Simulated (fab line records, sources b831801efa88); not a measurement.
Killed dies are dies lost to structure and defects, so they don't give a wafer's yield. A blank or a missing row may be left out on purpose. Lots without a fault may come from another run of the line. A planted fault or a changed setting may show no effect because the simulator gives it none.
Which tool did it? | flow sky130 | 14 lots, 42 wafers sampled, at 1 step of a route of 708

WHAT THE GAUGES READ, wafer by wafer
The record holds no reading of a measuring or inspecting step that can be judged against a usual standard deviation.

WHICH TOOL RAN EACH LOT (tool, then ch and the chambers of the sampled wafers, then the start)
lot  | SKY_LDD_N_IMPLANT_15
L958 | implanter-01 ch 0, day 18 08:50
L959 | implanter-03 ch 0, day 18 17:03
L960 | implanter-02 ch 0, day 19 04:53
L962 | implanter-02 ch 0, day 19 18:29
L963 | implanter-01 ch 0, day 20 05:32
L965 | implanter-03 ch 0, day 20 17:26
L966 | implanter-02 ch 0, day 21 05:45
L968 | implanter-03 ch 0, day 22 03:45
L971 | implanter-01 ch 0, day 23 00:14
L972 | implanter-01 ch 0, day 23 05:56
L976 | implanter-02 ch 0, day 24 14:56
L977 | implanter-01 ch 0, day 25 03:46
L979 | implanter-03 ch 0, day 25 19:02
L981 | implanter-03 ch 0, day 26 12:43
- SKY_LDD_N_IMPLANT_15

WHAT THE TOOLS THEMSELVES READ (means of the sampled wafers that have a number; where no wafer has one, the mark that the record gives instead)
SKY_LDD_N_IMPLANT_15.
lot  | tool         | beam_on_s (s) | faraday_current_uA
L958 | implanter-01 | 9.95          | 28.3
L959 | implanter-03 | 9.84          | 28.7
L960 | implanter-02 | 9.85          | 28.6
L962 | implanter-02 | 9.93          | 28.4
L963 | implanter-01 | 9.84          | 28.5
L965 | implanter-03 | 14.06         | 20.0
L966 | implanter-02 | 10.06         | 28.0
L968 | implanter-03 | 14.29         | 19.7
L971 | implanter-01 | 9.93          | 28.4
L972 | implanter-01 | 9.88          | 28.6
L976 | implanter-02 | 10.06         | 28.0
L977 | implanter-01 | 10.10         | 27.8
L979 | implanter-03 | 9.91          | 28.4
L981 | implanter-03 | 9.69          | 29.0

THE ANSWER, worked out from the rows above alone
Rule: what is usual is taken from the lots themselves. Put in order of their means at a reading, lots are off if they are a third of the lots or fewer, leave a main group of 4 or more, and stand apart from it by a gap of 3 or more times the standard deviation of the main group's means; of several such gaps the widest counts. A main group whose means are all the same, to the digits that the tables above print for the reading, isn't used. A lot without any number at a reading at which 4 lots or more have one is off too. The other lots that the step has rows for count as sound. The gauges are gone through in route order, then the tools' own readings, and for those a lot's mean is taken as printed above. The first step at which some lot is off is used, and at that step the reading that is off furthest; a lot without a number counts as furthest.
Off: L965, L968, at SKY_LDD_N_IMPLANT_15 (beam_on_s). The main group: mean 9.92 s, standard deviation 0.11.
A tool fits if, at that step or a process step before it, it ran every lot that is off, and no sound lot after the first of them. None of those tried fits.

WHAT THE SIMULATOR HAD PUT IN
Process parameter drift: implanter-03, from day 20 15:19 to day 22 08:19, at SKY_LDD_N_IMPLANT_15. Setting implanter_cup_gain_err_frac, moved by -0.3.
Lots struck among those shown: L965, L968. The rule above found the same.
